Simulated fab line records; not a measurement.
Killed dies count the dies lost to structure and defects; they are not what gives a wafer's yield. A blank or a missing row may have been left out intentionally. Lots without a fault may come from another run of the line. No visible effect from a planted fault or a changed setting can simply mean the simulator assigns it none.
Struck lot and sound lot, side by side	flow gf180mcu	13 out of 602 route steps
Sound: these wafers, L136.3, L136.5, L136.6. Wafers struck: L141.4, L141.5, L141.6. The cause is named last.
Order at every step that has rows: each side's tool, ch and its chambers, its first start. Under that, the readings that differ: sound wafers	struck wafers	difference of the means	sigmas: that difference in standard deviations of wafers without a fault.
alike: words and numbers the same on both sides, and readings whose means are apart by under 2 such deviations; not compared: readings that were withheld, readings missing a value for some wafer, numbers with overlapping values and no deviation given by the record, and bounds like >300 which may hide the same value.
The two part at a step that has a row with sigmas, a row that says differs or no value, or rows on one side only. When numbers do not overlap yet have no deviation, they are printed without sigmas and do not part them. A reading that every wafer of one side lacks parts them only if that side has two wafers or more.

first, 5 steps without rows for these wafers: GF_STI_WET_ETCH_17 (etches Si3N4 in H3PO4, target depth 45 nm, time 514 s); GF_STI_CLEAN_18 (cleans in SC1/SC2, time 150 s); GF_STI_CLEAN_19 (cleans in dHF, time 20 s); GF_STI_WET_ETCH_20 (etches SiO2 in dHF, target depth 20 nm, time 400 s); GF_STI_OXIDATION_21 (stabilise 600 s, purge 300 s, target thk 15 nm).
GF_STI_THK_MEAS_22:
  sound: film_metro-03 at day 3 11:22; struck: film_metro-03 at day 4 12:08
reading	sound	struck	difference	sigmas
STI_OXIDATION_01_THK (nm)	15.03 14.90 15.14	14.01 14.20 14.29	-0.86	-3
then, 1 step without rows for these wafers: GF_STI_CVD_23 (deposits SiO2, target thk 650 nm, time 108.3 s).
GF_STI_THK_MEAS_24:
  sound: film_metro-04 at day 3 11:29; struck: film_metro-04 at day 4 12:16
  alike: STI_CVD_23_THK
GF_STI_CMP_25: polishes, stops on Si3N4, t overpolish 33 s, target thk 524.6 nm.
  sound on cmp-01 ch 2,3, day 3 11:32; struck on cmp-01 ch 0,1,3, day 4 12:27
  alike: motor_current_A, overpolish_run_s, time_to_endpoint_s
then, 3 steps without rows for these wafers: GF_STI_WET_ETCH_26 (etches SiO2 in dHF, target depth 94 nm, time 188 s); GF_STI_WET_ETCH_27 (etches Si3N4 in H3PO4, target depth 160 nm, time 1825 s); GF_STI_WET_ETCH_28 (etches SiO2 in dHF, target depth 20 nm, time 40 s).
GF_STI_OXIDATION_29: stabilise 600 s, purge 300 s, target thk 10 nm.
  sound on furnace-01 ch 0, day 3 12:26; struck on furnace-02, day 4 13:43
  no value came back on the struck wafers for ox_temp_c (C), ox_temp_c_max, tube_center_temp_C_max, zone_power_upper_pct (%); on the sound wafers ox_temp_c (C) reads 899.3 900.9 899.9

## WHERE THEY PART
At GF_STI_THK_MEAS_22 first; at GF_STI_OXIDATION_29 last (within this record only).

WHY: whatever the simulator had introduced
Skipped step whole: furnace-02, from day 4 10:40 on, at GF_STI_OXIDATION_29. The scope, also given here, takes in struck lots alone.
